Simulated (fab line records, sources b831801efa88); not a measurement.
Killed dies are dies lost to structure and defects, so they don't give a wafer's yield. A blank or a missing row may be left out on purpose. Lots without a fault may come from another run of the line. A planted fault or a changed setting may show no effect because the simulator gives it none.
fab line records | flow sky130
record lots=5 wafers=15 last_day=50
route steps=708 shown VIA3@590 METAL4@598 CAP2M@603
lots that met no fault: from a run of the same line without faults
start_h: hours from the record's first day to the start of the lot's first wafer shown | wait_h: hours since the lot's step before | " the same as in the row above | L1.1+2: a row that stands for several wafers | - no value, or no start given | * or withheld: withheld | < > ~ a bound
route shown NAME@n: a module of which the file shows steps, and the number in the route of the first | usual: mean/standard deviation of fault-free wafers | same: alike in all rows | chamber/n: place in a boat | sites: the reading at each site | _std_site: their standard deviation | _edge_site: outer sites' mean less inner sites' | radius_mm: how far each site lies from the wafer's centre | mask NAME#n: copy n | behind: the tool/chamber that last shaped the wafer | hold: why the lot was held/for how many hours/how that ended | device: the transistor (n, p or np) that didn't switch | end of line: the same wafers' tests at the end of the route | a step without rows: its recipe alone | killed: dies lost to structure and defects at the first sort, not the wafer's yield | map: a wafer's dies, x killed, . not, _ none there
set.NAME: the setting as run; set.NAME@STEP: as run at that earlier step | model.NAME: the simulator's own value behind a step, which no gauge read
lots at some steps of the route; a table a step, a row a wafer
services: from which hour (start_h, from the record's first day; less than 0 if before it) a tool's chamber was out of use, for how many hours, and why
## steps
# step SKY_VIA3_STRIP_17
# recipe chemistry=post_etch_residue_remover time_s=1200 temp_c=72.5
# columns lot.wafer tool chamber start_h wait_h
L082.1+2+6 wet_bench-04 2 1020.40 0.1
L081.1+3+5 wet_bench-02 2 1024.73 0.1
L087.2+4+6 wet_bench-04 2 1027.63 0.1
L092.3+4+6 wet_bench-04 1 1056.44 0.1
L097.1+3+4 wet_bench-01 1 1078.53 0.1
# step SKY_VIA3_CLEAN_18
# recipe chemistry=IPA time_s=180 temp_c=25
# columns lot.wafer tool chamber start_h wait_h
L082.1+2+6 wet_bench-01 1 1020.75 0.0
L081.1+3+5 wet_bench-01 2 1025.41 0.0
L087.2+4+6 wet_bench-04 2 1028.31 0.3
L092.3+4+6 wet_bench-02 3 1056.78 0.0
L097.1+3+4 wet_bench-01 3 1078.94 0.0
# step SKY_VIA3_CLEAN_19
# recipe chemistry=O3/DIW dry=n2_spin
# columns lot.wafer tool chamber start_h wait_h
L082.1+2+6 wet_bench-04 0 1020.80 0.0
L081.1+3+5 wet_bench-04 1 1025.47 0.0
L087.2+4+6 wet_bench-04 2 1028.43 0.1
L092.3+4+6 wet_bench-04 1 1056.84 0.0
L097.1+3+4 wet_bench-01 2 1079.01 0.0
# step SKY_VIA3_SPUTTER_20
# recipe material=TiN target_thk_nm=20 chamber_pressure_pa=5 power_w=4000 time_s=80
# usual throttle_valve_pct=29.7/1.1
# columns lot.wafer tool chamber start_h wait_h throttle_valve_pct
L082.1 pvd_sputter-04 - 1020.90 0.0 30.5
L082.2 " - " " 30.4
L082.6 " - " " 30.5
L081.1 pvd_sputter-01 - 1025.56 0.0 28.9
L081.3 " - " " 28.7
L081.5 " - " " 30.3
L087.2 pvd_sputter-01 - 1028.52 0.0 28.4
L087.4 " - " " 28.3
L087.6 " - " " 28.7
L092.3 pvd_sputter-03 - 1056.93 0.0 30.3
L092.4 " - " " 30.3
L092.6 " - " " 30.1
L097.1 pvd_sputter-03 - 1079.12 0.0 30.7
L097.3 " - " " 31.8
L097.4 " - " " 30.6
# step SKY_VIA3_CVD_21
# recipe material=W target_thk_nm=390 time_s=117.31 temp_c=400 pressure_torr=40
# usual heater_power_w=865/45
# columns lot.wafer tool chamber start_h wait_h heater_power_w
L082.1 cvd_w-02 1 1020.96 0.0 844
L082.2 " 0 " " 904
L082.6 " 1 " " 844
L081.1 cvd_w-02 0 1025.63 0.0 898
L081.3 " 0 " " 892
L081.5 " 0 " " 904
L087.2 cvd_w-01 0 1028.59 0.0 786
L087.4 " 1 " " 919
L087.6 " 0 " " 796
L092.3 cvd_w-01 0 1057.04 0.1 812
L092.4 " 1 " " 896
L092.6 " 1 " " 883
L097.1 cvd_w-01 0 1079.18 0.0 820
L097.3 " 0 " " 819
L097.4 " 1 " " 885
# step SKY_VIA3_RS_MEAS_22
# recipe thk_meas_gauge=four-point-probe reads=W_of_VIA3_CVD_21+TiN_of_VIA3_SPUTTER_20
# usual VIA3_W_RS=0.2916/0.0029
# columns lot.wafer tool chamber start_h wait_h VIA3_W_RS[ohm/sq]
L082.1 film_metro-04 - 1021.08 0.1 0.2895
L082.2 " - " " 0.2910
L082.6 " - " " 0.2912
L081.1 film_metro-04 - 1025.88 0.2 0.2927
L081.3 " - " " 0.2904
L081.5 " - " " 0.2907
L087.2 film_metro-02 - 1028.73 0.1 0.2917
L087.4 " - " " 0.2928
L087.6 " - " " 0.2976
L092.3 film_metro-02 - 1057.16 0.1 0.2909
L092.4 " - " " 0.2847
L092.6 " - " " 0.2864
L097.1 film_metro-04 - 1079.30 0.1 0.2956
L097.3 " - " " 0.2952
L097.4 " - " " 0.2897
# step SKY_VIA3_THK_MEAS_23
# recipe thk_meas_gauge=xrf reads=W_of_VIA3_CVD_21
# usual VIA3_W_THK=378/4.4
# columns lot.wafer tool chamber start_h wait_h VIA3_W_THK[nm]
L082.1 film_metro-04 - 1021.20 0.1 384
L082.2 " - " " 381
L082.6 " - " " 381
L081.1 film_metro-04 - 1026.00 0.1 379
L081.3 " - " " 380
L081.5 " - " " 381
L087.2 film_metro-02 - 1028.84 0.1 373
L087.4 " - " " 371
L087.6 " - " " 368
L092.3 film_metro-02 - 1057.26 0.1 379
L092.4 " - " " 386
L092.6 " - " " 383
L097.1 film_metro-04 - 1079.42 0.1 373
L097.3 " - " " 375
L097.4 " - " " 383
# step SKY_VIA3_CMP_24
# recipe stop_on=SiO2 t_overpolish_s=20 down_force_psi=3.5 platen_rpm=60 target_thk_nm=0 pad_velocity_m_s=0.94248
# usual motor_current_A=10.6/1 overpolish_run_s=20.000/0.0087 slurry_flow_ml_min=149.9/0.46 time_to_endpoint_s=95/4.4
# columns lot.wafer tool chamber start_h wait_h motor_current_A overpolish_run_s slurry_flow_ml_min time_to_endpoint_s
L082.2 cmp-01 2 1021.26 0.0 11.6 20.005 150.6 93
L082.1 " 1 " " 10.9 20.014 149.8 92
L082.6 " 3 " " 10.0 20.003 149.6 85
L081.3 cmp-02 0 1026.06 0.0 9.8 20.002 150.1 91
L081.1 " 3 " " 8.7 20.010 150.0 90
L081.5 " 1 " " 11.3 20.002 150.4 95
L087.2 cmp-01 0 1028.89 0.0 11.1 20.004 150.3 100
L087.4 " 1 " " 11.0 19.998 150.0 89
L087.6 " 1 " " 11.1 20.005 149.6 88
L092.3 cmp-02 1 1057.53 0.3 11.9 20.004 150.1 101
L092.4 " 0 " " 10.3 20.012 149.9 101
L092.6 " 2 " " 11.3 20.000 149.8 97
L097.4 cmp-02 2 1079.53 0.1 11.3 19.998 149.3 95
L097.1 " 3 " " 9.0 20.000 150.2 88
L097.3 " 0 " " 9.6 20.001 150.7 90
# step SKY_METAL4_SPUTTER_00
# recipe material=Ti target_thk_nm=15 power_w=2927 time_s=10 chamber_pressure_pa=0.4
# usual throttle_valve_pct=29.8/0.84
# columns lot.wafer tool chamber start_h wait_h throttle_valve_pct
L082.1 pvd_sputter-03 - 1021.56 0.1 30.4
L082.2 " - " " 30.1
L082.6 " - " " 31.8
L081.1 pvd_sputter-02 - 1026.36 0.1 29.0
L081.3 " - " " 29.4
L081.5 " - " " 29.3
L087.2 pvd_sputter-03 - 1029.19 0.2 31.7
L087.4 " - " " 30.0
L087.6 " - " " 30.3
L092.3 pvd_sputter-02 - 1057.83 0.2 29.9
L092.4 " - " " 29.3
L092.6 " - " " 29.7
L097.1 pvd_sputter-03 - 1079.78 0.1 31.7
L097.3 " - " " 30.5
L097.4 " - " " 30.7
# step SKY_METAL4_SPUTTER_01
# recipe material=TiN target_thk_nm=20 power_w=6500 time_s=16.7 chamber_pressure_pa=0.4
# usual throttle_valve_pct=29.8/0.84
# columns lot.wafer tool chamber start_h wait_h throttle_valve_pct
L082.1 pvd_sputter-03 - 1021.58 0.0 30.2
L082.2 " - " " 30.2
L082.6 " - " " 31.9
L081.1 pvd_sputter-02 - 1026.38 0.0 29.2
L081.3 " - " " 29.4
L081.5 " - " " 29.1
L087.2 pvd_sputter-03 - 1029.21 0.0 31.9
L087.4 " - " " 30.0
L087.6 " - " " 30.4
L092.3 pvd_sputter-02 - 1057.85 0.0 29.6
L092.4 " - " " 29.5
L092.6 " - " " 29.6
L097.1 pvd_sputter-03 - 1079.80 0.0 31.8
L097.3 " - " " 30.3
L097.4 " - " " 30.1
# step SKY_METAL4_SPUTTER_02
# recipe material=AlCu target_thk_nm=735 power_w=10600 time_s=39.1 chamber_pressure_pa=0.4
# usual throttle_valve_pct=29.8/0.81
# columns lot.wafer tool chamber start_h wait_h throttle_valve_pct
L082.1 pvd_sputter-03 - 1021.61 0.0 30.0
L082.2 " - " " 30.7
L082.6 " - " " 31.7
L081.1 pvd_sputter-02 - 1026.40 0.0 28.8
L081.3 " - " " 29.2
L081.5 " - " " 29.7
L087.2 pvd_sputter-03 - 1029.24 0.0 32.1
L087.4 " - " " 30.2
L087.6 " - " " 30.0
L092.3 pvd_sputter-02 - 1057.88 0.0 29.6
L092.4 " - " " 29.0
L092.6 " - " " 29.6
L097.1 pvd_sputter-03 - 1079.83 0.0 32.0
L097.3 " - " " 30.4
L097.4 " - " " 30.3
# step SKY_METAL4_SPUTTER_03
# recipe material=Ti target_thk_nm=5 power_w=3000 time_s=3.3 chamber_pressure_pa=0.4
# usual throttle_valve_pct=29.8/0.84
# columns lot.wafer tool chamber start_h wait_h throttle_valve_pct
L082.1 pvd_sputter-03 - 1021.65 0.0 30.2
L082.2 " - " " 30.5
L082.6 " - " " 32.0
L081.1 pvd_sputter-02 - 1026.44 0.0 28.9
L081.3 " - " " 29.4
L081.5 " - " " 29.3
L087.2 pvd_sputter-03 - 1029.28 0.0 31.9
L087.4 " - " " 30.1
L087.6 " - " " 30.2
L092.3 pvd_sputter-02 - 1057.92 0.0 29.8
L092.4 " - " " 29.3
L092.6 " - " " 29.8
L097.1 pvd_sputter-03 - 1079.87 0.0 31.8
L097.3 " - " " 30.5
L097.4 " - " " 30.1
# step SKY_METAL4_SPUTTER_04
# recipe material=TiN target_thk_nm=70 power_w=6500 time_s=58.3 chamber_pressure_pa=0.4
# usual throttle_valve_pct=29.8/0.84
# columns lot.wafer tool chamber start_h wait_h throttle_valve_pct
L082.1 pvd_sputter-03 - 1021.66 0.0 30.1
L082.2 " - " " 30.6
L082.6 " - " " 31.9
L081.1 pvd_sputter-02 - 1026.46 0.0 29.0
L081.3 " - " " 29.4
L081.5 " - " " 29.5
L087.2 pvd_sputter-03 - 1029.30 0.0 32.1
L087.4 " - " " 29.8
L087.6 " - " " 30.1
L092.3 pvd_sputter-02 - 1057.94 0.0 29.8
L092.4 " - " " 29.1
L092.6 " - " " 29.4
L097.1 pvd_sputter-03 - 1079.89 0.0 31.8
L097.3 " - " " 30.5
L097.4 " - " " 30.3
# step SKY_CAP2M_CVD_00
# recipe material=SiO2 target_thk_nm=15.5 temp_c=400 time_s=withheld rf_w=450
# usual heater_power_w=647/78
# columns lot.wafer tool chamber start_h wait_h heater_power_w
L082.1 pecvd-02 1 1021.71 0.0 654
L082.2 " 0 " " 699
L082.6 " 0 " " 700
L081.1 pecvd-03 0 1026.51 0.0 706
L081.3 " 2 " " 626
L081.5 " 0 " " 702
L087.2 pecvd-04 1 1029.35 0.0 538
L087.4 " 0 " " 727
L087.6 " 2 " " 590
L092.3 pecvd-03 1 1057.99 0.0 663
L092.4 " 2 " " 645
L092.6 " 0 " " 619
L097.1 pecvd-03 2 1079.93 0.0 639
L097.3 " 1 " " 698
L097.4 " 2 " " 651
# step SKY_CAP2M_THK_MEAS_01
# recipe reads=SiO2_of_CAP2M_CVD_00
# usual CAP2M_CVD_00_THK=15.40/0.28
# columns lot.wafer tool chamber start_h wait_h CAP2M_CVD_00_THK[nm]
L082.1 film_metro-02 - 1021.74 - 15.03
L082.2 " - " " 15.11
L082.6 " - " " 15.43
L081.1 film_metro-04 - 1026.53 - 15.30
L081.3 " - " " 15.47
L081.5 " - " " 15.34
L087.2 film_metro-02 - 1029.38 - 15.33
L087.4 " - " " 15.51
L087.6 " - " " 15.55
L092.3 film_metro-01 - 1058.03 - 15.24
L092.4 " - " " 15.70
L092.6 " - " " 15.22
L097.1 film_metro-02 - 1079.96 - 15.36
L097.3 " - " " 15.33
L097.4 " - " " 15.82
# step SKY_CAP2M_SPUTTER_02
# recipe material=TiN target_thk_nm=200 temp_c=300 power_w=6500 time_s=166.7 chamber_pressure_pa=0.4
# usual substrate_temp_c=300.02/0.2 throttle_valve_pct=29.4/0.8
# columns lot.wafer tool chamber start_h wait_h substrate_temp_c throttle_valve_pct
L082.1 pvd_sputter-02 - 1021.80 0.1 300.19 29.7
L082.2 " - " " 299.99 29.0
L082.6 " - " " 299.86 29.7
L081.1 pvd_sputter-04 - 1026.59 0.1 299.87 30.8
L081.3 " - " " 300.15 28.3
L081.5 " - " " 300.20 30.7
L087.2 pvd_sputter-04 - 1029.43 0.0 299.97 29.2
L087.4 " - " " 300.47 28.4
L087.6 " - " " 299.94 30.6
L092.3 pvd_sputter-01 - 1058.07 0.0 299.76 28.5
L092.4 " - " " 300.21 30.4
L092.6 " - " " 299.60 28.5
L097.1 pvd_sputter-02 - 1080.02 0.1 299.94 29.3
L097.3 " - " " 300.01 29.9
L097.4 " - " " 299.98 29.6
# step SKY_CAP2M_RS_MEAS_03
# recipe thk_meas_gauge=four-point-probe reads=TiN_of_CAP2M_SPUTTER_02
# usual CAP2M_TIN_RS=6.87/0.1
# columns lot.wafer tool chamber start_h wait_h CAP2M_TIN_RS[ohm/sq]
L082.1 film_metro-02 - 1021.90 0.1 6.92
L082.2 " - " " 6.90
L082.6 " - " " 6.88
L081.1 film_metro-02 - 1026.70 0.1 6.76
L081.3 " - " " 6.70
L081.5 " - " " 6.80
L087.2 film_metro-01 - 1029.56 0.1 7.04
L087.4 " - " " 6.83
L087.6 " - " " 6.89
L092.3 film_metro-04 - 1058.22 0.1 6.79
L092.4 " - " " 6.79
L092.6 " - " " 6.74
L097.1 film_metro-04 - 1080.13 0.1 6.74
L097.3 " - " " 6.82
L097.4 " - " " 6.79
# step SKY_CAP2M_THK_MEAS_04
# recipe thk_meas_gauge=xrf reads=TiN_of_CAP2M_SPUTTER_02
# usual CAP2M_TIN_THK=202/3.2
# columns lot.wafer tool chamber start_h wait_h CAP2M_TIN_THK[nm]
L082.1 film_metro-02 - 1022.02 0.1 200
L082.2 " - " " 201
L082.6 " - " " 201
L081.1 film_metro-02 - 1026.82 0.1 205
L081.3 " - " " 207
L081.5 " - " " 204
L087.2 film_metro-01 - 1029.67 0.1 196
L087.4 " - " " 202
L087.6 " - " " 199
L092.3 film_metro-04 - 1058.32 0.1 205
L092.4 " - " " 205
L092.6 " - " " 207
L097.1 film_metro-04 - 1080.25 0.1 207
L097.3 " - " " 203
L097.4 " - " " 206
# step SKY_CAP2M_DEHYDRATE_05
# recipe temp_c=200 time_s=60
# usual plate_temp_C=199.98/0.17
# columns lot.wafer tool chamber start_h wait_h plate_temp_C
L082.1 litho_track-04 0 1032.29 10.3 199.88
L082.2 " 0 " " 200.23
L082.6 " 0 " " 199.79
L081.1 litho_track-03 0 1036.65 9.8 200.08
L081.3 " 0 " " 200.19
L081.5 " 0 " " 199.79
L087.2 litho_track-04 0 1039.06 9.4 200.05
L087.4 " 0 " " 200.08
L087.6 " 0 " " 199.89
L092.3 litho_track-01 0 1068.90 10.6 199.85
L092.4 " 0 " " 200.02
L092.6 " 0 " " 199.71
L097.1 litho_track-03 0 1090.10 9.8 200.00
L097.3 " 0 " " 199.93
L097.4 " 0 " " 199.90
# step SKY_CAP2M_HMDS_06
# recipe prime_time_s=60 prime_temp_c=120
# columns lot.wafer tool chamber start_h wait_h
L082.1+2+6 litho_track-04 0 1032.44 0.1
L081.1+3+5 litho_track-03 0 1036.80 0.1
L087.2+4+6 litho_track-04 0 1039.21 0.1
L092.3+4+6 litho_track-01 0 1069.05 0.1
L097.1+3+4 litho_track-03 0 1090.25 0.1
# step SKY_CAP2M_COAT_07
# recipe resist=NOVOLAK spin_rpm=3000 resist_thk_nm=1140
# columns lot.wafer tool chamber start_h wait_h
L082.1+2+6 litho_track-04 0 1032.59 0.1
L081.1+3+5 litho_track-03 0 1036.95 0.1
L087.2+4+6 litho_track-04 0 1039.36 0.1
L092.3+4+6 litho_track-01 0 1069.20 0.1
L097.1+3+4 litho_track-03 0 1090.40 0.1
# step SKY_CAP2M_SOFTBAKE_08
# recipe temp_c=90 time_s=60 resist=NOVOLAK
# usual plate_temp_C=90.02/0.12
# columns lot.wafer tool chamber start_h wait_h plate_temp_C
L082.1 litho_track-04 0 1032.74 0.1 90.33
L082.2 " 0 " " 90.11
L082.6 " 0 " " 89.99
L081.1 litho_track-03 0 1037.10 0.1 89.94
L081.3 " 0 " " 89.74
L081.5 " 0 " " 89.80
L087.2 litho_track-04 0 1039.51 0.1 90.16
L087.4 " 0 " " 90.10
L087.6 " 0 " " 89.92
L092.3 litho_track-01 0 1069.35 0.1 90.16
L092.4 " 0 " " 89.96
L092.6 " 0 " " 90.16
L097.1 litho_track-03 0 1090.55 0.1 90.03
L097.3 " 0 " " 90.12
L097.4 " 0 " " 89.93
# step SKY_CAP2M_EXPOSE_09
# recipe mask_id=CAP2M na=0.6 source_shape=conventional sigma_outer=0.6 polarization=unpolarized target_cd_nm=1000 dose_mj=159
# same sigma_outer=0.6
# columns lot.wafer tool chamber start_h wait_h mask
L082.1+2+6 iline_stepper-01 0 - - CAP2M#0
L081.1+3+5 iline_stepper-01 0 - - CAP2M#0
L087.2+4+6 iline_stepper-02 0 - - CAP2M#0
L092.3+4+6 iline_stepper-02 0 - - CAP2M#0
L097.1+3+4 iline_stepper-02 0 - - CAP2M#0
# step SKY_CAP2M_PEB_10
# recipe temp_c=withheld time_s=* resist=NOVOLAK
# columns lot.wafer tool chamber start_h wait_h
L082.1+2+6 litho_track-03 0 - -
L081.1+3+5 litho_track-03 0 - -
L087.2+4+6 litho_track-04 0 - -
L092.3+4+6 litho_track-01 0 - -
L097.1+3+4 litho_track-04 0 - -
# step SKY_CAP2M_DEVELOP_11
# recipe resist=NOVOLAK developer=TMAH develop_time_s=60 dev_temp_c=23
# columns lot.wafer tool chamber start_h wait_h
L082.1+2+6 litho_track-03 0 1043.30 0.1
L081.1+3+5 litho_track-03 0 1048.30 0.1
L087.2+4+6 litho_track-04 0 1050.76 0.1
L092.3+4+6 litho_track-01 0 1079.30 0.1
L097.1+3+4 litho_track-04 0 1101.29 0.1
# step SKY_CAP2M_OVL_MEAS_12
# usual CAP2M_OVL=-0.8/1.3
# columns lot.wafer tool chamber start_h wait_h CAP2M_OVL[nm]
L082.1 overlay-02 - 1043.45 0.1 -1.6
L082.2 " - " " -2.7
L082.6 " - " " -1.7
L081.1 overlay-02 - 1048.45 0.1 -1.3
L081.3 " - " " -0.1
L081.5 " - " " -0.2
L087.2 overlay-02 - 1050.89 0.1 0.3
L087.4 " - " " 0.0
L087.6 " - " " 1.7
L092.3 overlay-02 - 1079.42 0.1 0.8
L092.4 " - " " -0.8
L092.6 " - " " 0.1
L097.1 overlay-02 - 1101.44 0.1 0.4
L097.3 " - " " 1.3
L097.4 " - " " 0.9
# step SKY_CAP2M_METAL_ETCH_13
# recipe target_depth_nm=220 stop_on=SiO2 chemistry=Cl2/BCl3 target=TiN pressure_mtorr=9.836 icp_w=900 bias_w=48.5 Cl2_flow_sccm=60 bcl3_flow_sccm=30 time_s=62.9
# usual chamber_pressure_mTorr=9.836/0.0089 drypump_motor_current_A=6.1/0.51 oes_product_au=0.944/0.0081 throttle_valve_pct=22.094/0.011
# columns lot.wafer tool chamber start_h wait_h chamber_pressure_mTorr drypump_motor_current_A oes_product_au rf_hours_counter_h throttle_valve_pct
L082.1 rie_metal-02 0 1043.48 0.0 9.849 6.6 0.939 23 22.114
L082.2 " 1 " " 9.849 6.3 0.942 14 22.100
L082.6 " 0 " " 9.818 6.6 0.941 - 22.092
L081.1 rie_metal-04 0 1048.48 0.0 9.837 6.3 0.950 1 22.092
L081.3 " 0 " " 9.836 6.3 0.956 - 22.082
L081.5 " 0 " " 9.837 6.3 0.951 - 22.098
L087.2 rie_metal-03 0 1050.92 0.0 9.837 6.2 0.921 9 22.112
L087.4 " 1 " " 9.839 5.1 0.945 - 22.078
L087.6 " 1 " " 9.829 5.1 0.946 - 22.096
L092.3 rie_metal-04 0 1079.47 0.0 9.839 6.3 0.951 - 22.084
L092.4 " 1 " " 9.822 6.5 0.956 - 22.084
L092.6 " 0 " " 9.829 6.3 0.962 - 22.092
L097.1 rie_metal-04 1 1101.47 0.0 9.826 6.5 0.950 4 22.088
L097.3 " 0 " " 9.838 6.3 0.956 - 22.090
L097.4 " 1 " " 9.838 6.5 0.955 - 22.105
# step SKY_CAP2M_STRIP_14
# recipe chemistry=O2/N2 power_w=1400 pressure_mtorr=1500 platen_temp_c=withheld o2_flow_sccm=3000 n2_flow_sccm=300 overash_fraction=0.5
# usual chamber_pressure_mTorr=1500.0/1.3 drypump_motor_current_A=5.6/0.48 oes_product_au=0.710/0.0044 strip_time_to_endpoint_s=12.65/0.039
# columns lot.wafer tool chamber start_h wait_h chamber_pressure_mTorr drypump_motor_current_A oes_product_au rf_hours_counter_h strip_time_to_endpoint_s
L082.1 plasma_asher-02 0 1043.56 0.1 1499.7 5.2 0.708 29 12.67
L082.2 " 1 " " 1500.3 4.7 0.707 29 12.68
L082.6 " 0 " " 1500.1 5.2 0.712 - 12.66
L081.1 plasma_asher-01 1 1048.64 0.1 1501.6 6.0 0.708 60 12.67
L081.3 " 0 " " 1500.1 5.6 0.711 - 12.66
L081.5 " 0 " " 1501.9 5.6 0.709 - 12.68
L087.2 plasma_asher-01 0 1051.00 0.1 1501.0 5.6 0.715 61 12.58
L087.4 " 0 " " 1497.8 5.6 0.716 - 12.64
L087.6 " 1 " " 1499.8 6.1 0.716 - 12.60
L092.3 plasma_asher-01 1 1079.55 0.1 1496.8 6.0 0.713 - 12.63
L092.4 " 0 " " 1500.6 5.6 0.705 - 12.63
L092.6 " 0 " " 1498.3 5.6 0.715 - 12.69
L097.1 plasma_asher-02 0 1101.55 0.1 1499.3 5.2 0.709 34 12.65
L097.3 " 0 " " 1501.6 5.2 0.710 - 12.67
L097.4 " 1 " " 1499.2 4.7 0.712 - 12.66
# step SKY_CAP2M_STRIP_15
# recipe chemistry=post_etch_residue_remover time_s=1200 temp_c=72.5
# columns lot.wafer tool chamber start_h wait_h
L082.1+2+6 wet_bench-02 1 1043.66 0.1
L081.1+3+5 wet_bench-01 0 1048.74 0.1
L087.2+4+6 wet_bench-02 2 1051.10 0.1
L092.3+4+6 wet_bench-02 0 1079.62 0.0
L097.1+3+4 wet_bench-01 1 1101.65 0.1
# step SKY_CAP2M_CLEAN_16
# recipe chemistry=IPA time_s=180 temp_c=25
# columns lot.wafer tool chamber start_h wait_h
L082.1+2+6 wet_bench-01 3 1044.00 0.0
L081.1+3+5 wet_bench-02 0 1049.08 0.0
L087.2+4+6 wet_bench-01 2 1051.44 0.0
L092.3+4+6 wet_bench-01 2 1079.99 0.0
L097.1+3+4 wet_bench-01 0 1102.02 0.0
# step SKY_CAP2M_CLEAN_17
# recipe chemistry=O3/DIW dry=n2_spin
# columns lot.wafer tool chamber start_h wait_h
L082.1+2+6 wet_bench-02 3 1044.06 0.0
L081.1+3+5 wet_bench-01 2 1049.14 0.0
L087.2+4+6 wet_bench-01 2 1051.50 0.0
L092.3+4+6 wet_bench-03 0 1080.06 0.0
L097.1+3+4 wet_bench-01 2 1102.08 0.0
# step SKY_METAL4_DEHYDRATE_05
# recipe temp_c=200 time_s=60
# usual plate_temp_C=200.00/0.17
# columns lot.wafer tool chamber start_h wait_h plate_temp_C
L082.1 litho_track-02 0 1054.47 10.3 200.14
L082.2 " 0 " " 200.26
L082.6 " 0 " " 200.28
L081.1 litho_track-01 0 1058.95 9.7 200.26
L081.3 " 0 " " 200.15
L081.5 " 0 " " 200.24
L087.2 litho_track-04 0 1061.31 9.7 200.07
L087.4 " 0 " " 200.28
L087.6 " 0 " " 199.89
L092.3 litho_track-01 0 1089.95 9.8 199.71
L092.4 " 0 " " 199.92
L092.6 " 0 " " 200.06
L097.1 litho_track-01 0 1112.15 10.0 199.89
L097.3 " 0 " " 199.86
L097.4 " 0 " " 200.06
# step SKY_METAL4_HMDS_06
# recipe prime_time_s=60 prime_temp_c=120
# columns lot.wafer tool chamber start_h wait_h
L082.1+2+6 litho_track-02 0 1054.62 0.1
L081.1+3+5 litho_track-01 0 1059.10 0.1
L087.2+4+6 litho_track-04 0 1061.46 0.1
L092.3+4+6 litho_track-01 0 1090.10 0.1
L097.1+3+4 litho_track-01 0 1112.30 0.1
# step SKY_METAL4_COAT_07
# recipe resist=BARC temp_c=withheld time_s=withheld spin_rpm=3000 resist_thk_nm=60
# columns lot.wafer tool chamber start_h wait_h
L082.1+2+6 litho_track-02 0 1054.77 0.1
L081.1+3+5 litho_track-01 0 1059.25 0.1
L087.2+4+6 litho_track-04 0 1061.61 0.1
L092.3+4+6 litho_track-01 0 1090.25 0.1
L097.1+3+4 litho_track-01 0 1112.45 0.1
# step SKY_METAL4_COAT_08
# recipe resist=KrF-thick spin_rpm=3000 resist_thk_nm=1140
# columns lot.wafer tool chamber start_h wait_h
L082.1+2+6 litho_track-02 0 - -
L081.1+3+5 litho_track-01 0 - -
L087.2+4+6 litho_track-04 0 - -
L092.3+4+6 litho_track-01 0 - -
L097.1+3+4 litho_track-01 0 - -
# step SKY_METAL4_SOFTBAKE_09
# recipe temp_c=100 time_s=90 resist=KrF-thick
# usual plate_temp_C=99.99/0.13
# columns lot.wafer tool chamber start_h wait_h plate_temp_C
L082.1 litho_track-02 0 - - 100.10
L082.2 " 0 " " 99.88
L082.6 " 0 " " 99.96
L081.1 litho_track-01 0 - - 100.02
L081.3 " 0 " " 100.21
L081.5 " 0 " " 99.97
L087.2 litho_track-04 0 - - 100.00
L087.4 " 0 " " 100.09
L087.6 " 0 " " 100.14
L092.3 litho_track-01 0 - - 99.85
L092.4 " 0 " " 99.86
L092.6 " 0 " " 99.89
L097.1 litho_track-01 0 - - 99.94
L097.3 " 0 " " 99.73
L097.4 " 0 " " 99.81
# step SKY_METAL4_EXPOSE_10
# recipe mask_id=MM4 na=0.68 source_shape=annular sigma_inner=0.4 sigma_outer=0.8 target_cd_nm=300 dose_mj=28
# same sigma_outer=0.8
# columns lot.wafer tool chamber start_h wait_h mask
L082.1+2+6 krf_scanner-01 0 - - MM4#0
L081.1+3+5 krf_scanner-02 0 - - MM4#0
L087.2+4+6 krf_scanner-01 0 - - MM4#0
L092.3+4+6 krf_scanner-01 0 - - MM4#0
L097.1+3+4 krf_scanner-01 0 - - MM4#0
# step SKY_METAL4_PEB_11
# recipe peb_temp_c=withheld peb_time_s=withheld resist=KrF-thick
# columns lot.wafer tool chamber start_h wait_h
L082.1+2+6 litho_track-04 0 - -
L081.1+3+5 litho_track-01 0 - -
L087.2+4+6 litho_track-04 0 - -
L092.3+4+6 litho_track-01 0 - -
L097.1+3+4 litho_track-04 0 - -
# step SKY_METAL4_DEVELOP_12
# recipe develop_time_s=62.73 resist=KrF-thick dev_temp_c=21
# columns lot.wafer tool chamber start_h wait_h
L082.1+2+6 litho_track-04 0 - -
L081.1+3+5 litho_track-01 0 - -
L087.2+4+6 litho_track-04 0 - -
L092.3+4+6 litho_track-01 0 - -
L097.1+3+4 litho_track-04 0 - -
# step SKY_METAL4_CD_MEAS_13
# recipe target_cd_nm=300
# usual cd_nm=300.1/1.1
# columns lot.wafer tool chamber start_h wait_h cd_nm
L082.1 cd_sem-02 - 1065.68 - 297.7
L082.2 " - " " 298.1
L082.6 " - " " 298.3
L081.1 cd_sem-02 - 1071.20 - 301.6
L081.3 " - " " 300.8
L081.5 " - " " 301.1
L087.2 cd_sem-02 - 1073.41 - 299.0
L087.4 " - " " 299.7
L087.6 " - " " 299.7
L092.3 cd_sem-01 - 1100.84 - 298.4
L092.4 " - " " 298.7
L092.6 " - " " 299.8
L097.1 cd_sem-01 - 1122.19 - 300.2
L097.3 " - " " 300.1
L097.4 " - " " 300.9
# step SKY_METAL4_OVL_MEAS_14
# usual METAL4_OVL=0/6.1
# columns lot.wafer tool chamber start_h wait_h METAL4_OVL[nm]
L082.1 overlay-02 - 1065.80 0.1 1
L082.2 " - " " 0
L082.6 " - " " 3
L081.1 overlay-02 - 1071.32 0.1 -3
L081.3 " - " " -1
L081.5 " - " " 0
L087.2 overlay-02 - 1073.51 0.1 10
L087.4 " - " " 1
L087.6 " - " " 4
L092.3 overlay-01 - 1100.94 0.1 7
L092.4 " - " " 4
L092.6 " - " " -1
L097.1 overlay-02 - 1122.31 0.1 11
L097.3 " - " " 12
L097.4 " - " " 8
## services
# columns tool chamber start_h hours kind
krf_scanner-02 - 1002.57 0.8 pm
iline_stepper-02 - 1004.58 1.7 pm
krf_scanner-01 - 1009.55 3.6 pm
krf_scanner-01 - 1013.22 0.4 repair
cvd_w-02 1 1024.52 11.0 repair
krf_scanner-02 - 1026.11 8.0 repair
pecvd-03 1 1033.80 8.9 repair
krf_scanner-02 - 1037.03 0.4 repair
pecvd-04 - 1041.77 1.6 repair
krf_scanner-01 - 1044.80 1.3 pm
krf_scanner-01 - 1046.78 1.0 pm
iline_stepper-02 - 1048.01 4.6 repair
pvd_sputter-03 - 1048.88 2.7 repair
cmp-02 - 1068.86 7.1 pm
pvd_sputter-04 - 1074.37 3.2 repair
cmp-01 - 1084.19 4.0 pm
cmp-01 - 1089.76 1.8 repair
rie_metal-04 0 1092.70 2.3 repair
cmp-01 - 1094.01 2.3 repair
iline_stepper-01 - 1096.45 1.7 pm
krf_scanner-01 - 1101.04 0.8 pm
wet_bench-02 - 1108.14 1.9 pm
cvd_w-02 - 1112.13 0.5 repair
cmp-01 - 1119.14 1.5 repair
## key
fault none
